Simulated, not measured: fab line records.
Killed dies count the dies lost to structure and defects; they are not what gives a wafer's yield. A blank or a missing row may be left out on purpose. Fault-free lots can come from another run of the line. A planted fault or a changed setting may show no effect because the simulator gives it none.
fab line records | flow sky130
record lots=14 | wafers=42 | lastDay=50
route steps=708 shown NWELL@79 POLY_GATE@225 CONTACT@421 METAL2@498
lots that met no fault: taken from a fault-free run of the same line
startH: hours from the record's opening day to when the first of the lot's shown wafers began | waitH: hours from the lot's prior step to this one | " repeats the value in the row above | L1.1+2: a single row standing in for several wafers | - no value present, or no start provided | * or withheld: withheld | < > ~ a bound
route shown NAME@n: NAME is a module with steps in the file, n the number in the route of the first one | usual: average and standard deviation across the fault-free wafers | same: alike in all rows | chamber/n: place in a boat | sites: the reading at each site | _std_site: the standard deviation of these | _edge_site: outer sites' mean less inner sites' | radiusMm: how far each site lies from the wafer's centre | mask NAME#n: copy n | behind: the most recent tool/chamber to have shaped the wafer | hold: why the lot was held/for how many hours/how that ended | device: the n, p or np transistor that did not switch | end of line: the tests these same wafers got at the end of their route | step lacking rows: just its recipe | killed: not the wafer's yield, but the dies lost to structure and defects at the first sort | map: per-die view of a wafer (x killed, . not killed, _ where there is no die)
set.NAME: the run value of the setting; set.NAME@STEP: its run value at that earlier step | model.NAME: the simulator's own value behind a step, which no gauge read
a sample of lots followed through the steps of the route, with each step as a table and each wafer as a row
services: a tool's chamber out of use, with start hour (startH, from the record's first day; less than 0 if before it), hours out, and reason
## steps
# step SKY_NWELL_TW_MEAS_26
# usual NWELL_2_TW=489.7/2.8
lot.wafer | tool         | chamber | startH | waitH | NWELL_2_TW
L423.1    | filmMetro-04 | -       | 113.85 | 0.1   | 489.0
L423.2    | "            | -       | "      | "     | 493.3
L423.3    | "            | -       | "      | "     | 492.2
L424.1    | filmMetro-01 | -       | 127.67 | 0.1   | 492.2
L424.2    | "            | -       | "      | "     | 491.0
L424.3    | "            | -       | "      | "     | 486.5
L425.1    | filmMetro-01 | -       | 128.32 | 0.1   | 490.3
L425.3    | "            | -       | "      | "     | 492.5
L425.6    | "            | -       | "      | "     | 490.4
L428.1    | filmMetro-01 | -       | 141.67 | 0.1   | 493.4
L428.3    | "            | -       | "      | "     | 491.4
L428.6    | "            | -       | "      | "     | 489.8
L429.3    | filmMetro-04 | -       | 154.12 | 0.1   | 493.4
L429.4    | "            | -       | "      | "     | 491.1
L429.5    | "            | -       | "      | "     | 494.0
L431.4    | filmMetro-01 | -       | 166.43 | 0.1   | 490.5
L431.5    | "            | -       | "      | "     | 489.0
L431.6    | "            | -       | "      | "     | 490.5
L434.3    | filmMetro-01 | -       | 185.14 | 0.1   | 485.7
L434.5    | "            | -       | "      | "     | 488.1
L434.6    | "            | -       | "      | "     | 485.1
L436.1    | filmMetro-03 | -       | 194.20 | 0.1   | 489.7
L436.2    | "            | -       | "      | "     | 488.1
L436.4    | "            | -       | "      | "     | 488.8
L435.3    | filmMetro-03 | -       | 194.99 | 0.1   | 489.4
L435.4    | "            | -       | "      | "     | 489.0
L435.6    | "            | -       | "      | "     | 489.3
L438.2    | filmMetro-01 | -       | 199.33 | 0.1   | 486.3
L438.4    | "            | -       | "      | "     | 485.9
L438.6    | "            | -       | "      | "     | 484.5
L443.4    | filmMetro-04 | -       | 227.60 | 0.1   | 495.8
L443.5    | "            | -       | "      | "     | 492.6
L443.6    | "            | -       | "      | "     | 490.9
L444.1    | filmMetro-04 | -       | 233.55 | 0.1   | 489.9
L444.2    | "            | -       | "      | "     | 494.5
L444.4    | "            | -       | "      | "     | 491.9
L445.2    | filmMetro-01 | -       | 233.91 | 0.1   | 488.6
L445.3    | "            | -       | "      | "     | 489.5
L445.5    | "            | -       | "      | "     | 490.3
L446.1    | filmMetro-01 | -       | 247.47 | 0.1   | 493.1
L446.4    | "            | -       | "      | "     | 495.3
L446.5    | "            | -       | "      | "     | 491.9
# step SKY_POLY_GATE_PEB_11
# recipe pebTempC=withheld | pebTimeS=withheld | resist=KrF-thick
# usual chillPlateTempC=* | exhaustPa=45.0/0.86
lot.wafer | tool          | chamber | startH | waitH | chillPlateTempC | exhaustPa
L423.1    | lithoTrack-01 | 0       | 379    | -     | *               | 44.2
L423.2    | "             | 0       | "      | "     | *               | 43.8
L423.3    | "             | 0       | "      | "     | *               | 43.5
L424.1    | lithoTrack-04 | 0       | 400    | -     | *               | 44.9
L424.2    | "             | 0       | "      | "     | *               | 45.8
L424.3    | "             | 0       | "      | "     | *               | 45.3
L425.1    | lithoTrack-04 | 0       | 403    | -     | *               | 46.5
L425.3    | "             | 0       | "      | "     | *               | 44.8
L425.6    | "             | 0       | "      | "     | *               | 45.2
L428.1    | lithoTrack-02 | 0       | 426    | -     | *               | 45.0
L428.3    | "             | 0       | "      | "     | *               | 44.3
L428.6    | "             | 0       | "      | "     | *               | 44.4
L429.3    | lithoTrack-04 | 0       | 448    | -     | *               | 45.8
L429.4    | "             | 0       | "      | "     | *               | 45.9
L429.5    | "             | 0       | "      | "     | *               | 45.6
L431.4    | lithoTrack-04 | 0       | 463    | -     | *               | 45.6
L431.5    | "             | 0       | "      | "     | *               | 45.4
L431.6    | "             | 0       | "      | "     | *               | 45.2
L434.3    | lithoTrack-04 | -       | 494    | -     | -               | -
L434.5    | "             | -       | "      | "     | -               | -
L434.6    | "             | -       | "      | "     | -               | -
L435.3    | lithoTrack-02 | -       | 502    | -     | -               | -
L435.4    | "             | -       | "      | "     | -               | -
L435.6    | "             | -       | "      | "     | -               | -
L436.1    | lithoTrack-02 | 0       | 503    | -     | *               | 46.1
L436.2    | "             | 0       | "      | "     | *               | 46.2
L436.4    | "             | 0       | "      | "     | *               | 44.7
L438.2    | lithoTrack-01 | 0       | 510    | -     | *               | 44.9
L438.4    | "             | 0       | "      | "     | *               | 44.8
L438.6    | "             | 0       | "      | "     | *               | 44.6
L443.4    | lithoTrack-02 | 0       | 550    | -     | *               | 45.0
L443.5    | "             | 0       | "      | "     | *               | 43.8
L443.6    | "             | 0       | "      | "     | *               | 45.3
L445.2    | lithoTrack-01 | 0       | 553    | -     | *               | 45.4
L445.3    | "             | 0       | "      | "     | *               | 44.7
L445.5    | "             | 0       | "      | "     | *               | 45.6
L444.1    | lithoTrack-01 | 0       | 555    | -     | *               | 46.1
L444.2    | "             | 0       | "      | "     | *               | 46.3
L444.4    | "             | 0       | "      | "     | *               | 46.3
L446.1    | lithoTrack-02 | 0       | 575    | -     | *               | 43.8
L446.4    | "             | 0       | "      | "     | *               | 44.4
L446.5    | "             | 0       | "      | "     | *               | 44.2
# step SKY_CONTACT_OVL_MEAS_15
# usual CONTACT_OVL=-1/5.4
lot.wafer | tool       | chamber | startH | waitH | CONTACT_OVL[nm]
L423.1    | overlay-02 | -       | 744.78 | 0.1   | -1
L423.2    | "          | -       | "      | "     | -1
L423.3    | "          | -       | "      | "     | -1
L424.1    | overlay-01 | -       | 760.83 | 0.1   | -5
L424.2    | "          | -       | "      | "     | 0
L424.3    | "          | -       | "      | "     | -7
L425.1    | overlay-01 | -       | 765.50 | 0.1   | 4
L425.3    | "          | -       | "      | "     | 4
L425.6    | "          | -       | "      | "     | -2
L428.1    | overlay-01 | -       | 786.63 | 0.1   | 7
L428.3    | "          | -       | "      | "     | 6
L428.6    | "          | -       | "      | "     | 1
L429.3    | overlay-02 | -       | 806.90 | 0.1   | 6
L429.4    | "          | -       | "      | "     | 4
L429.5    | "          | -       | "      | "     | 3
L431.4    | overlay-02 | -       | 818.62 | 0.1   | -2
L431.5    | "          | -       | "      | "     | -7
L431.6    | "          | -       | "      | "     | -1
L436.1    | overlay-02 | -       | 854.65 | 0.1   | 1
L436.2    | "          | -       | "      | "     | -5
L436.4    | "          | -       | "      | "     | -9
L438.2    | overlay-02 | -       | 860.34 | 0.1   | -2
L438.4    | "          | -       | "      | "     | 2
L438.6    | "          | -       | "      | "     | -13
L443.4    | overlay-01 | -       | 893.52 | 0.1   | -3
L443.5    | "          | -       | "      | "     | -2
L443.6    | "          | -       | "      | "     | 1
L445.2    | overlay-01 | -       | 896.94 | 0.1   | 11
L445.3    | "          | -       | "      | "     | 4
L445.5    | "          | -       | "      | "     | 9
L444.1    | overlay-01 | -       | 898.48 | 0.1   | -5
L444.2    | "          | -       | "      | "     | -11
L444.4    | "          | -       | "      | "     | -7
L446.1    | overlay-01 | -       | 914.33 | 0.1   | -4
L446.4    | "          | -       | "      | "     | -1
L446.5    | "          | -       | "      | "     | -5
# step SKY_METAL2_CD_MEAS_15
# recipe targetCdNm=140
# usual cdNm=139.7/1.4
lot.wafer | tool     | chamber | startH | waitH | cdNm
L423.1    | cdSem-01 | -       | 830.67 | -     | 139.8
L423.2    | "        | -       | "      | "     | 140.4
L423.3    | "        | -       | "      | "     | 141.0
L424.1    | cdSem-02 | -       | 844.78 | -     | 141.9
L424.2    | "        | -       | "      | "     | 140.8
L424.3    | "        | -       | "      | "     | 141.0
L425.1    | cdSem-02 | -       | 849.43 | -     | 138.2
L425.3    | "        | -       | "      | "     | 138.2
L425.6    | "        | -       | "      | "     | 136.9
L428.1    | cdSem-02 | -       | 871.13 | -     | 139.5
L428.3    | "        | -       | "      | "     | 138.0
L428.6    | "        | -       | "      | "     | 139.9
L429.3    | cdSem-01 | -       | 890.87 | -     | 139.5
L429.4    | "        | -       | "      | "     | 138.8
L429.5    | "        | -       | "      | "     | 140.6
L431.4    | cdSem-01 | -       | 901.17 | -     | 141.6
L431.5    | "        | -       | "      | "     | 142.4
L431.6    | "        | -       | "      | "     | 141.4
L436.1    | cdSem-01 | -       | 934.78 | -     | 138.0
L436.2    | "        | -       | "      | "     | 138.4
L436.4    | "        | -       | "      | "     | 138.7
L438.2    | cdSem-01 | -       | 941.15 | -     | 140.6
L438.4    | "        | -       | "      | "     | 140.3
L438.6    | "        | -       | "      | "     | 138.5
L443.4    | cdSem-02 | -       | 972.48 | -     | 140.0
L443.5    | "        | -       | "      | "     | 139.3
L443.6    | "        | -       | "      | "     | 140.1
L445.2    | cdSem-02 | -       | 974.64 | -     | 138.1
L445.3    | "        | -       | "      | "     | 139.3
L445.5    | "        | -       | "      | "     | 139.4
L444.1    | cdSem-01 | -       | 976.67 | -     | 139.1
L444.2    | "        | -       | "      | "     | 138.6
L444.4    | "        | -       | "      | "     | 136.6
L446.1    | cdSem-02 | -       | 991.62 | -     | 141.7
L446.4    | "        | -       | "      | "     | 140.7
L446.5    | "        | -       | "      | "     | 143.1
## services
tool          | chamber | startH | hours | kind
lithoTrack-02 | -       | 437.12 | -     | consumableReplace:filter
lithoTrack-01 | -       | 560.50 | -     | consumableReplace:filter
## key
firstSign step=SKY_POLY_GATE_PEB_11 | reading=toolRecord | direction=missing
effect none on later readings
metAt SKY_POLY_GATE_PEB_11
struckLots L434,L435
laterRowsLeftOut L434.3,L434.5,L434.6,L435.3,L435.4,L435.6
sortLeftOut L434.3,L434.5,L434.6,L435.3,L435.4,L435.6
testerLeftOut L434,L435
notActingAt SKY_NWELL_TW_MEAS_26,SKY_CONTACT_OVL_MEAS_15,SKY_METAL2_CD_MEAS_15
onsetBetween 463 494
fault kind=skippedStepWhole | tool=lithoTrack-02,lithoTrack-04 | chamber=- | onsetH=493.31 | steps=SKY_POLY_GATE_PEB_11 | scope=struckLotsOnly
# testerLeftOut: of these lots the tester's yield and bins aren't shown, on N5 and GAA mostly nor the transistor test; their killed dies are dies lost to structure and defects alone, not to doping, threshold or leakage, so they don't give the yield
# sortLeftOut: the simulated sort isn't trusted on such a fault, so these wafers' sort isn't shown, and their yield isn't known
# laterRowsLeftOut: the simulator's readings of these wafers behind a module that went badly wrong aren't trusted and aren't shown, but for the sort
